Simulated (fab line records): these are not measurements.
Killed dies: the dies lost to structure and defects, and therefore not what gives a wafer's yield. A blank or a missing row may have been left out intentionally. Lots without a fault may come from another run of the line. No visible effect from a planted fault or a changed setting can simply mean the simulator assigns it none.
Which tool was responsible? -- flow sky130 -- 11 lots, 33 wafers sampled, at 3 steps of a route of 708

== WHAT THE GAUGES READ, wafer by wafer ==
SKY_CONTACT_THK_MEAS_03. Usual: CONTACT_HDPCVD_THK gives 564 nm (standard deviation 7.3).
lot,measured,on,CONTACT_HDPCVD_THK (nm),flag
L273,day 31 06:35,film metro-03,560 571 566,
L275,day 32 01:21,film metro-01,563 557 560,
L276,day 32 02:56,film metro-04,564 569 568,
L277,day 32 07:12,film metro-04,560 563 565,
L279,day 32 20:19,film metro-03,580 565 569,
L280,day 33 01:52,film metro-01,562 564 560,
L282,day 33 19:35,film metro-04,576 566 570,
L290,day 35 21:37,film metro-03,564 569 572,
L291,day 36 05:54,film metro-03,560 559 571,
L295,day 37 16:10,film metro-03,574 568 565,
L296,day 37 19:16,film metro-04,579 562 564,

== WHICH TOOL RAN EACH LOT (tool, then ch and the chambers of the sampled wafers, then the start) ==
lot,SKY_LI_CONTACT_ETCH_15,SKY_LI_CONTACT_STRIP_16
L273,"rie diel-02 ch 0,1, day 29 23:52","plasma asher-04 ch 0,1, day 29 23:59"
L275,"rie diel-03 ch 1,2,3, day 30 19:37","plasma asher-02 ch 0,1, day 30 19:44"
L276,"rie diel-02 ch 1,3, day 30 20:47","plasma asher-04 ch 0,1, day 30 20:52"
L277,"rie diel-02 ch 0,1,2, day 31 02:00","plasma asher-02 ch 0,1, day 31 02:05"
L279,"rie diel-02 ch 0,3, day 31 14:46","plasma asher-04 ch 0,1, day 31 14:51"
L280,"rie diel-03 ch 0,1,3, day 31 19:52","plasma asher-04 ch 0,1, day 31 19:57"
L282,"rie diel-02 ch 1,2, day 32 14:27","plasma asher-02 ch 1, day 32 14:32"
L290,"rie diel-03 ch 0,2,3, day 34 16:35","plasma asher-02 ch 0,1, day 34 16:40"
L291,"rie diel-02 ch 0,1, day 35 01:08","plasma asher-01 ch 0,1, day 35 01:13"
L295,"rie diel-03 ch 0,1,2, day 36 11:05","plasma asher-01 ch 0,1, day 36 11:12"
L296,"rie diel-02 ch 2,3, day 36 14:24","plasma asher-02 ch 1, day 36 14:29"
- SKY_LI_CONTACT_ETCH_15: etches PSG in C4F8/O2/Ar, stops on Si, target depth 600 nm.
- SKY_LI_CONTACT_STRIP_16: strips in O2/N2.

== WHAT THE TOOLS THEMSELVES READ (means of the sampled wafers that have a number; where no wafer has one, the mark that the record gives instead) ==
SKY_LI_CONTACT_ETCH_15. Usual: bias w 1200 W, standard deviation 3.4; oes product au 0.837 a.u., standard deviation 0.0046; rf fwd power W 1492 W, standard deviation 5.7.
lot,tool,bias w (W),oes product au (a.u.),rf fwd power W (W),flag
L273,rie diel-02,1199,0.835,1497,
L275,rie diel-03,1202,0.838,1494,
L276,rie diel-02,1195,0.837,1496,
L277,rie diel-02,1198,0.832,1492,
L279,rie diel-02,1199,0.839,1494,
L280,rie diel-03,1203,0.829,1493,
L282,rie diel-02,1197,0.838,1499,
L290,rie diel-03,1204,0.836,1495,
L291,rie diel-02,1199,0.838,1494,
L295,rie diel-03,1199,0.837,1491,
L296,rie diel-02,1200,0.836,1489,

SKY_LI_CONTACT_STRIP_16. Usual: drypump motor current A 5.7 A, standard deviation 0.45; oes product au 0.375 a.u., standard deviation 0.0048; strip time to endpoint s 3.47 s, standard deviation 0.045.
lot,tool,drypump motor current A (A),oes product au (a.u.),strip time to endpoint s (s),flag
L273,plasma asher-04,5.8,0.372,3.51,
L275,plasma asher-02,5.3,0.373,3.45,
L276,plasma asher-04,5.9,0.378,3.52,
L277,plasma asher-02,5.2,0.375,3.44,
L279,plasma asher-04,5.9,0.379,3.47,
L280,plasma asher-04,5.8,0.377,3.48,
L282,plasma asher-02,5.4,0.375,3.48,
L290,plasma asher-02,5.1,0.378,3.50,
L291,plasma asher-01,5.9,0.381,3.47,
L295,plasma asher-01,5.9,0.374,3.48,
L296,plasma asher-02,5.4,0.378,3.46,

== THE ANSWER, worked out from the rows above alone ==
Rule: lot off if the mean of its wafers having a number is beyond 3 standard deviations from the usual mean. A lot without any number at a reading at which 4 lots or more have one is off too. Where the step has rows for the other lots, those lots are counted as sound. Order of review: gauges by route order, followed by the tools' own readings, for which a lot's mean as printed above is used. At the first step where some lot is off, the reading lying furthest off is the one used; lots without a number count as furthest.
Nothing can be told from this: no lot is off at any reading shown.

== WHAT THE SIMULATOR PUT IN ==
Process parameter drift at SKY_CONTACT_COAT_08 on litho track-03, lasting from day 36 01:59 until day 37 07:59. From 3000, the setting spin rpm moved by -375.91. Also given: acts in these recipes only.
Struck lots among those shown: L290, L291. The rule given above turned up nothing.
